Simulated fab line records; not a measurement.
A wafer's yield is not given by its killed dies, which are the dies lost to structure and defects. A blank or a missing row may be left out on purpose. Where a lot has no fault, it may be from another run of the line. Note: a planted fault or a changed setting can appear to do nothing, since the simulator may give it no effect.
fab line records	flow gf180mcu
record lots=6	wafers=18	lastDay=34
route steps=602 shown M3@413
lots that met no fault: from a run of the same line without faults
startH: hours from the record's opening day to when the first of the lot's shown wafers began	waitH: time in hours since the lot's previous step	" same as the row above	L1.1+2: a row that stands for several wafers	- either no value or no given start	* or withheld: withheld	< > ~ a bound
route shown NAME@n: names a module that has steps shown in the file, with the first one's number in the route	usual: mean and standard deviation over wafers with no fault	same: alike in all rows	chamber/n: place in a boat	sites: each site's reading	_std_site: the values' standard deviation	_edge_site: inner sites' mean taken away from outer sites' mean	radiusMm: how far each site lies from the wafer's centre	mask NAME#n: copy n	behind: the tool/chamber that last shaped the wafer	hold: the reason the lot was held/the length of the hold in hours/how it ended	device: the n, p or np transistor that did not switch	end of line: the same wafers' tests at the end of the route	where a step has no rows: the recipe by itself	killed: dies lost to structure and defects at the first sort, not the wafer's yield	map: a wafer's dies, marking killed ones x, the rest . and places with no die _
set.NAME: the setting the step ran with; set.NAME@STEP: the setting that earlier step ran with	model.NAME: the simulator's own value behind a step, which no gauge read
a table for each step, a row for each wafer; lots at some steps of the route
services: the hour from which a tool's chamber was out of use, counted from the record's first day as startH (under 0 if before that day), plus the number of hours and why
## steps
# step GF_M3_SPUTTER_04
# recipe material=TiN	targetThkNm=50	powerW=6500	timeS=41.7	chamberPressurePa=0.4
# usual cathodeDcPowerW=6500.0/1.1	throttleValvePct=30.2/0.89
lot.wafer	tool	chamber	startH	waitH	cathodeDcPowerW	throttleValvePct
L964.1	pvdSputter-02	-	478.14	0.0	6499.9	29.5
L964.4	"	-	"	"	6499.7	29.8
L964.6	"	-	"	"	6500.7	29.7
L972.2	pvdSputter-01	-	545.21	0.0	6501.1	29.8
L972.5	"	-	"	"	6500.0	30.6
L972.6	"	-	"	"	6498.8	30.6
L973.2	pvdSputter-01	-	550.68	0.0	6499.1	30.7
L973.3	"	-	"	"	6499.8	29.6
L973.6	"	-	"	"	6500.0	30.4
L981.1	pvdSputter-02	-	624.03	0.0	6500.5	29.6
L981.2	"	-	"	"	6500.2	28.7
L981.5	"	-	"	"	6500.9	28.7
L984.2	pvdSputter-02	-	634.38	0.0	6500.3	28.7
L984.3	"	-	"	"	6499.7	29.4
L984.6	"	-	"	"	6499.2	29.9
L986.2	pvdSputter-03	-	648.41	0.0	6498.2	30.8
L986.4	"	-	"	"	6498.2	29.7
L986.5	"	-	"	"	6497.9	30.7
# step GF_M3_RS_MEAS_05
# recipe thkMeasGauge=four-point-probe	reads=TiN_of_M3_SPUTTER_04+Ti_of_M3_SPUTTER_03+AlCu_of_M3_SPUTTER_02+TiN_of_M3_SPUTTER_01+Ti_of_M3_SPUTTER_00
# usual M3_ALCU_RS=0.0693/0.00072
lot.wafer	tool	chamber	startH	waitH	M3_ALCU_RS[ohm/sq]
L964.1	filmMetro-04	-	478.18	0.0	0.0683
L964.4	"	-	"	"	0.0697
L964.6	"	-	"	"	0.0687
L972.2	filmMetro-04	-	545.27	0.0	0.0686
L972.5	"	-	"	"	0.0684
L972.6	"	-	"	"	0.0684
L973.2	filmMetro-04	-	550.74	0.0	0.0690
L973.3	"	-	"	"	0.0686
L973.6	"	-	"	"	0.0696
L981.1	filmMetro-04	-	624.07	0.0	0.0706
L981.2	"	-	"	"	0.0704
L981.5	"	-	"	"	0.0705
L984.2	filmMetro-03	-	634.44	0.0	0.0693
L984.3	"	-	"	"	0.0695
L984.6	"	-	"	"	0.0703
L986.2	filmMetro-03	-	648.47	0.0	0.0692
L986.4	"	-	"	"	0.0691
L986.5	"	-	"	"	0.0688
# step GF_M3_THK_MEAS_06
# recipe thkMeasGauge=xrf	reads=AlCu_of_M3_SPUTTER_02
# usual M3_ALCU_THK=459/5
lot.wafer	tool	chamber	startH	waitH	M3_ALCU_THK[nm]
L964.1	filmMetro-04	-	478.30	0.1	466
L964.4	"	-	"	"	453
L964.6	"	-	"	"	465
L972.2	filmMetro-04	-	545.38	0.1	465
L972.5	"	-	"	"	466
L972.6	"	-	"	"	464
L973.2	filmMetro-04	-	550.85	0.1	461
L973.3	"	-	"	"	464
L973.6	"	-	"	"	459
L981.1	filmMetro-04	-	624.19	0.1	454
L981.2	"	-	"	"	456
L981.5	"	-	"	"	451
L984.2	filmMetro-03	-	634.55	0.1	455
L984.3	"	-	"	"	456
L984.6	"	-	"	"	450
L986.2	filmMetro-03	-	648.58	0.1	458
L986.4	"	-	"	"	460
L986.5	"	-	"	"	462
# step GF_M3_DEHYDRATE_07
# recipe tempC=200	timeS=60
# step GF_M3_HMDS_08
# recipe primeTimeS=60	primeTempC=120
# step GF_M3_COAT_09
# recipe resist=KrF	spinRpm=withheld	resistThkNm=1012
# step GF_M3_SOFTBAKE_10
# recipe tempC=130	timeS=60	resist=KrF
# step GF_M3_EXPOSE_11
# recipe maskId=Metal3	targetCdNm=280	na=0.68	sourceShape=conventional	sigmaOuter=0.6	doseMj=28
# step GF_M3_PEB_12
# recipe pebTempC=135	pebTimeS=90	resist=KrF
# step GF_M3_DEVELOP_13
# recipe developTimeS=60	devTempC=21
# step GF_M3_CD_MEAS_14
# recipe targetCdNm=280
# usual cdNm=280.0/1.1
lot.wafer	tool	chamber	startH	waitH	cdNm
L964.1	cdSem-01	-	502.33	0.1	280.2
L964.4	"	-	"	"	280.8
L964.6	"	-	"	"	280.7
L972.2	cdSem-02	-	567.50	0.1	279.4
L972.5	"	-	"	"	279.8
L972.6	"	-	"	"	280.1
L973.2	cdSem-02	-	572.56	0.1	281.5
L973.3	"	-	"	"	281.2
L973.6	"	-	"	"	280.2
L981.1	cdSem-01	-	644.69	0.1	278.9
L981.2	"	-	"	"	279.1
L981.5	"	-	"	"	280.3
L984.2	cdSem-02	-	654.61	0.1	281.0
L984.3	"	-	"	"	281.3
L984.6	"	-	"	"	280.6
L986.2	cdSem-02	-	668.19	0.1	280.2
L986.4	"	-	"	"	281.1
L986.5	"	-	"	"	281.6
# step GF_M3_OVL_MEAS_15
# usual M3_OVL=-2/5.7
lot.wafer	tool	chamber	startH	waitH	M3_OVL[nm]
L964.1	overlay-01	-	502.45	0.1	-3
L964.4	"	-	"	"	-3
L964.6	"	-	"	"	-4
L972.2	overlay-01	-	567.61	0.1	-13
L972.5	"	-	"	"	0
L972.6	"	-	"	"	-17
L973.2	overlay-02	-	572.66	0.1	-2
L973.3	"	-	"	"	2
L973.6	"	-	"	"	-2
L981.1	overlay-02	-	644.81	0.1	11
L981.2	"	-	"	"	10
L981.5	"	-	"	"	17
L984.2	overlay-01	-	654.71	0.1	-2
L984.3	"	-	"	"	-3
L984.6	"	-	"	"	3
L986.2	overlay-01	-	668.29	0.1	-12
L986.4	"	-	"	"	-7
L986.5	"	-	"	"	-11
# step GF_M3_METAL_ETCH_16
# recipe chemistry=Cl2/BCl3	maskMaterial=KrF	targetDepthNm=627.5	stopOn=SiO2	pressureMtorr=8	icpW=800	biasW=140	Cl2_flow_sccm=80	bcl3FlowSccm=40	timeS=104.6
# usual biasW=140.1/0.43	drypumpMotorCurrentA=5.7/0.35	oesProductAu=0.974/0.006	runLengthS=132.9/0.44	throttleValvePct=28.249/0.0096
lot.wafer	tool	chamber	startH	waitH	biasW	drypumpMotorCurrentA	oesProductAu	rfHoursCounterH	runLengthS	throttleValvePct	model.etch.depthNm	model.M3.featureDepthNm	model.KrF_of_M3_COAT_09.thkNm
L964.1	rieMetal-02	1	502.49	0.0	140.6	5.8	0.974	7	131.8	28.237	611.8	611.8	751.5
L964.4	"	0	"	"	139.9	6.2	0.965	-	133.3	28.253	602.2	602.2	749.7
L964.6	"	1	"	"	140.8	5.8	0.979	-	132.3	28.218	609.5	609.5	749.1
L972.2	rieMetal-03	0	567.64	0.0	-	5.8	1.007	2	115.1	28.214	524.2	524.2	780.4
L972.5	"	0	"	"	-	5.8	1.013	-	115.6	28.213	529.7	529.7	786.6
L972.6	"	1	"	"	-	5.1	0.996	-	115.5	28.230	512.9	512.9	790.3
L973.2	rieMetal-03	1	572.69	0.0	-	5.1	0.991	1	115.2	28.228	514.1	514.1	792.1
L973.3	"	1	"	"	-	5.1	0.988	-	115.2	28.222	513.5	513.5	790.7
L973.6	"	1	"	"	-	5.1	0.987	-	116.0	28.233	516	516	793.5
L981.1	rieMetal-04	1	644.84	0.0	139.6	5.5	0.969	12	132.9	28.263	597	597	751
L981.2	"	0	"	"	138.7	6.1	0.974	6	133.6	28.256	599.2	599.2	752.1
L981.5	"	1	"	"	139.9	5.5	0.963	-	133.5	28.264	596.3	596.3	750.8
L984.2	rieMetal-04	1	654.74	0.0	140.1	5.6	0.980	13	133.0	28.260	604.4	604.4	755.5
L984.3	"	0	"	"	139.4	6.0	0.971	-	133.6	28.250	603.1	603.1	754.2
L984.6	"	1	"	"	140.0	5.6	0.964	-	132.9	28.258	598.1	598.1	755.3
L986.2	rieMetal-03	0	668.32	0.0	139.5	5.8	0.976	5	133.2	28.252	604.2	604.2	747.3
L986.4	"	1	"	"	139.7	5.1	0.969	-	133.5	28.244	605.6	605.6	749.3
L986.5	"	0	"	"	139.9	5.8	0.983	-	132.7	28.245	607.3	607.3	749.4
# step GF_M3_STRIP_17
# recipe chemistry=O2/N2	powerW=1400	pressureMtorr=1500	platenTempC=250	o2FlowSccm=3000	n2FlowSccm=300	overashFraction=0.5
# usual drypumpMotorCurrentA=5.84/0.29	heaterPowerW=317/26	n2FlowSccm=300.1/0.8	o2FlowSccm=2999/11	oesProductAu=0.563/0.0048	stripTimeToEndpointS=8.01/0.034
# same overashFraction=0.5
lot.wafer	tool	chamber	startH	waitH	drypumpMotorCurrentA	heaterPowerW	n2FlowSccm	o2FlowSccm	oesProductAu	rfHoursCounterH	stripTimeToEndpointS
L964.1	plasmaAsher-01	0	502.60	0.1	5.85	275	300.4	2987	0.559	73	8.05
L964.4	"	0	"	"	5.86	277	301.0	2986	0.565	-	8.03
L964.6	"	0	"	"	5.87	272	300.4	2993	0.560	-	8.02
L972.2	plasmaAsher-02	0	567.75	0.1	6.52	310	298.5	2997	0.581	14	8.33
L972.5	"	1	"	"	5.72	365	301.2	3011	0.580	-	8.36
L972.6	"	0	"	"	6.51	310	300.4	2989	0.583	-	8.41
L973.2	plasmaAsher-04	0	572.81	0.1	5.82	331	299.7	3019	0.576	93	8.41
L973.3	"	0	"	"	5.83	327	299.0	3016	0.576	-	8.42
L973.6	"	1	"	"	5.89	330	299.0	3002	0.579	-	8.45
L981.1	plasmaAsher-04	0	644.95	0.1	5.85	319	301.6	3001	0.569	101	8.03
L981.2	"	1	"	"	5.90	336	300.9	3002	0.570	101	8.04
L981.5	"	1	"	"	5.89	331	299.8	2993	0.560	-	8.03
L984.2	plasmaAsher-04	1	654.85	0.1	5.88	337	300.0	2979	0.565	102	8.08
L984.3	"	1	"	"	5.90	330	300.0	2991	0.570	-	8.07
L984.6	"	1	"	"	5.89	341	300.2	2983	0.573	-	8.07
L986.2	plasmaAsher-04	1	668.44	0.1	5.88	342	300.2	2972	0.562	103	7.98
L986.4	"	0	"	"	5.80	324	300.0	3012	0.562	-	8.02
L986.5	"	1	"	"	5.90	338	300.0	2983	0.563	-	8.02
# step GF_M3_STRIP_18
# recipe chemistry=postEtchResidueRemover	timeS=1200	tempC=72.5
## services
tool	chamber	startH	hours	kind
plasmaAsher-04	-	464.47	2.4	repair
rieMetal-02	-	471.91	2.8	pm
rieMetal-03	0	482.27	-	clean
rieMetal-03	0	482.27	17.8	scheduledDown
rieMetal-03	0	482.27	17.8	ventCycle
plasmaAsher-02	-	487.26	3.5	repair
pvdSputter-01	0	499.37	-	consumableReplace:kit
pvdSputter-01	0	499.37	18.0	scheduledDown
pvdSputter-01	0	499.37	18.0	ventCycle
rieMetal-03	1	500.10	-	clean
rieMetal-03	1	500.10	18.6	scheduledDown
rieMetal-03	1	500.10	18.6	ventCycle
rieMetal-03	-	510.77	15.6	pm
plasmaAsher-04	-	537.95	2.8	pm
rieMetal-04	-	550.45	1.8	repair
rieMetal-04	-	551.58	0.5	repair
pvdSputter-01	-	557.31	3.1	repair
plasmaAsher-02	-	571.08	1.4	repair
pvdSputter-02	-	581.57	7.5	repair
pvdSputter-01	-	588.58	15.1	repair
rieMetal-04	0	590.22	26.2	repair
rieMetal-03	-	623.62	1.4	pm
pvdSputter-02	-	652.98	1.2	repair
pvdSputter-03	-	656.44	2.7	repair
## key
firstSign step=GF_M3_METAL_ETCH_16	reading=runLengthS	direction=down	sigmas=40	usual=*	struck=*
effect step=GF_M3_METAL_ETCH_16	reading=oesProductAu	direction=up	sigmas=3.9	usual=0.974	struck=0.997
effect step=GF_M3_STRIP_17	reading=stripTimeToEndpointS	direction=up	sigmas=11	usual=*	struck=*
modelEffect step=GF_M3_METAL_ETCH_16	value=etch.depthNm	without=608.6	struck=518.4
modelEffect step=GF_PASSIVATION_PROBE_99	value=etest.dnwell.short	without=0	struck=1
metAt GF_M3_METAL_ETCH_16
struckWafers L972.2,L972.5,L972.6,L973.2,L973.3,L973.6
sortLeftOut L972.2,L972.5,L972.6,L973.2,L973.3,L973.6
fault kind=processParameterDrift	tool=rieMetal-03	chamber=-	onsetH=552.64	steps=GF_M3_METAL_ETCH_16	channel=timeS	offset=*	shape=step	endH=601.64	actsIn=*	stated=*
# sortLeftOut: the simulated sort isn't trusted on such a fault, so these wafers' sort isn't shown, and their yield isn't known
